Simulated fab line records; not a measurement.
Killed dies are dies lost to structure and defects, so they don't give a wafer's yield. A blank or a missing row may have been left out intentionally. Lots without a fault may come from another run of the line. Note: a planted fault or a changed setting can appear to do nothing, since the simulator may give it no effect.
Problem report, 8D (eight disciplines) form, completed by code -- flow sfqLine -- the parts of the form that need people (team, actions taken, sign-off) are left out

1. WHAT WENT WRONG
At SFQ_TRILAYER_I7_CMP_CMP_184, timeToEndpointS averages 276 s over 2 wafers from 2 lots, while fault-free wafers read 221 s, standard deviation 6.6. Measured from the usual mean, that is +8.3 standard deviations.
The step: polishes SiO2.
Seen first at day 67 07:48 on cmp-01, wafer L776.2. The record has a number at this step for 18 wafers belonging to 6 lots. Rule for "out", or "out of limits": more than 4 standard deviations from the usual mean. The rest of the wafers with a number are treated as sound.

2. WHAT IT IS, AND WHAT IT ISN'T
question,is,is not
which readings at this step,timeToEndpointS,motorCurrentA
which lots,"L776, L778","L767, L773, L783, L784"
which wafers of those lots,"L776.2, L778.2","L776.3, L776.5, L778.4, L778.6"
read on which tools,cmp-01,cmp-02
when,from day 67 07:48,"up to then (7 sound wafers); but 9 sound wafers of L776, L778, L783, L784 came after"

3. WHAT RULES OUT EACH SUSPECT
Counting: any tool at a process step up to the reading remains a suspect provided it ran every lot that is out. Sound lots after the first of them don't rule it out here, since some wafers of a struck lot are sound.
- rieMetal-01 at SFQ_TRILAYER_M7_BARC_OPEN_METAL_ETCH_229 (etches BARC in O2, target depth 125 nm, time 41.7 s): kept. It ran every lot that is out, first L776 (day 67 03:19).
- rieMetal-01 at SFQ_TRILAYER_M7_ETCH_METAL_ETCH_180 (etches Nb in Cl2/Ar, stops on SiO2, target depth 240 nm, time 120 s): kept. It ran every lot that is out, first L776 (day 67 03:22).
- cmp-01 at SFQ_TRILAYER_I7_CMP_CMP_184 (polishes SiO2): kept. It processed each lot that is out (first: L776, day 67 06:48); up to then, its last sound lot is L773 (day 67 01:48). Out on those wafers are its own readings of timeToEndpointS.
- In cmp-01 at SFQ_TRILAYER_I7_CMP_CMP_184, the wafers that are out were processed in chamber 0 and their sound lot-mates in chambers 1, 2, 3.
rieMetal-01 at SFQ_TRILAYER_M7_BARC_OPEN_METAL_ETCH_229, rieMetal-01 at SFQ_TRILAYER_M7_ETCH_METAL_ETCH_180 and cmp-01 at SFQ_TRILAYER_I7_CMP_CMP_184 are what is left after counting.

4. THE CAUSE (what the simulator had put in)
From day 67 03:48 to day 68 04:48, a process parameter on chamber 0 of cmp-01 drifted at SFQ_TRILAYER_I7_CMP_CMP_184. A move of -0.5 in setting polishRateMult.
Counting left 3 suspects, and this tool is among them.

5. THE CHAIN OF EFFECTS, in route order
One row per reading whose mean, taken over the struck wafers that have a number, lies over 3 standard deviations from the usual. Scope: only readings with a usual standard deviation given in the record; hours: median across lots of the time from each lot's start at the first step in this table that gives one to its start at this step; sigmas: change in usual standard deviations.
hours,step,reading,usual,on struck wafers,change,sigmas
0,SFQ_TRILAYER_I7_CMP_CMP_184,timeToEndpointS,221 s,276,+54,+8.3
2,SFQ_TRILAYER_I7_METRO_MEASURE_185,thkNm,200.4 nm,304.4,+104.0,+99 or more
92,SFQ_TRILAYER_I7_VIA_ETCH_VIA_ETCH_190,oesProductAu,0.856 a.u.,0.998,+0.142,+25
Process steps it contains:
- SFQ_TRILAYER_I7_CMP_CMP_184: polishes SiO2.
- SFQ_TRILAYER_I7_METRO_MEASURE_185
- SFQ_TRILAYER_I7_VIA_ETCH_VIA_ETCH_190: etches SiO2 in CHF3, stops on Nb, target depth 260 nm.
Later measuring or inspecting steps at which every struck wafer that the step has a row for has a number for every such reading, and none has moved that far: SFQ_I7_BOW_MEAS_946, SFQ_I7_OVL_MEAS_947, SFQ_M8_OVL_MEAS_948, SFQ_M8_RS_MEAS_949, SFQ_M8_THK_MEAS_950, SFQ_M8_BOW_MEAS_951.

6. WHAT WOULD HAVE CAUGHT IT SOONER
In this record the first reading out of limits was taken at day 67 07:48, 4 hours after the fault began at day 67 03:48.
